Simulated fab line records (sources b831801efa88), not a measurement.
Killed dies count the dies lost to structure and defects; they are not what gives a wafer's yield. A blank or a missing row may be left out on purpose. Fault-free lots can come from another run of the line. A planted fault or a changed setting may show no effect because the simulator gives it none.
2 desks looking at one fault || flow sfq-line || numbers are kept per desk, each desk with only its own; the story behind them comes last

FROM THE METROLOGY DESK
Lot by lot, what the gauges showed, no matter which tool ran the lot: averages of those sampled wafers that carry a number. Marked OUT: a lot whose mean sits more than 4 standard deviations from the usual mean, which makes it out of limits; the brackets give that distance.
Columns: A = M4_NB_RS at SFQ_M4_RS_MEAS_924, usual 0.892 ohm/sq
{"lot": "L907", "first seen here": "day 39 12:38", "A": 0.898}
{"lot": "L908", "first seen here": "day 39 16:14", "A": 0.870}
{"lot": "L909", "first seen here": "day 40 03:04", "A": 0.890}
{"lot": "L910", "first seen here": "day 41 22:26", "A": 0.895}
{"lot": "L911", "first seen here": "day 42 02:04", "A": 0.892}
{"lot": "L912", "first seen here": "day 42 05:40", "A": 0.881}
{"lot": "L913", "first seen here": "day 42 07:04", "A": 0.908}
{"lot": "L915", "first seen here": "day 43 06:30", "A": 0.875}
{"lot": "L917", "first seen here": "day 50 01:37", "A": 0.890}
{"lot": "L923", "first seen here": "day 51 14:21", "A": "0.736 (-16) OUT"}
{"lot": "L924", "first seen here": "day 51 16:44", "A": 0.887}
{"lot": "L925", "first seen here": "day 51 20:21", "A": "0.732 (-16) OUT"}
{"lot": "L928", "first seen here": "day 53 13:52", "A": 0.877}
{"lot": "L929", "first seen here": "day 54 16:45", "A": 0.895}
Per this desk, out of limits: L923, L925; the first was L923, day 51 14:21 (M4_NB_RS at SFQ_M4_RS_MEAS_924). Within limits: L907, L908, L909, L910, L911, L912, L913, L915, L917, L924, L928, L929.

THE TOOL OWNER'S DESK: pvd-sputter-03
The tool's own readings at SFQ_TRILAYER_M4_DEP_SPUTTER_091 (material Nb, target thk 200 nm, time 133.3 s): means of the sampled wafers that have a number, for each lot that ran on this tool. Marked OUT: a lot whose mean sits more than 4 standard deviations from the usual mean, which makes it out of limits; the brackets give that distance.
Columns: A = cathode-dc-power-W at SFQ_TRILAYER_M4_DEP_SPUTTER_091, usual 2000.0 W; B = substrate-temp-c at SFQ_TRILAYER_M4_DEP_SPUTTER_091, usual 20.01 C; C = throttle-valve-pct at SFQ_TRILAYER_M4_DEP_SPUTTER_091, usual 30.0 %
{"lot": "L907", "first seen here": "day 39 12:32", "A": 2000.5, "B": 19.99, "C": 29.4}
{"lot": "L912", "first seen here": "day 42 05:34", "A": 1999.8, "B": 19.96, "C": 29.6}
{"lot": "L917", "first seen here": "day 50 01:28", "A": 1999.9, "B": 20.04, "C": 29.6}
{"lot": "L923", "first seen here": "day 51 14:14", "A": "2427.6 (+99 or more) OUT", "B": 20.05, "C": 29.2}
{"lot": "L925", "first seen here": "day 51 20:16", "A": "2427.3 (+99 or more) OUT", "B": 19.99, "C": 29.9}
This desk's verdict: out of limits on L923, L925, starting with L923 at day 51 14:14 (cathode-dc-power-W at SFQ_TRILAYER_M4_DEP_SPUTTER_091). Within limits: L907, L912, L917.

PUT TOGETHER
At day 51 14:14, on L923, L925, the tool owner's desk was in a position to raise an alarm.
L923, L925 would have let the metrology desk raise an alarm at day 51 14:21.
SFQ_TRILAYER_M4_DEP_SPUTTER_091 was run on pvd-sputter-03 by each of the lots named.

WHAT HAD BEEN PUT IN BY THE SIMULATOR
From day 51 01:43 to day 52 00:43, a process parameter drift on pvd-sputter-03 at SFQ_TRILAYER_M4_DEP_SPUTTER_091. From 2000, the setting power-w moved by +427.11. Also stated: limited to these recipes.
Shown lots that were struck: L923, L925.
Counting hours from when the fault started, the first reading out of limits came at 13 for the tool owner's desk and at 13 for the metrology desk.
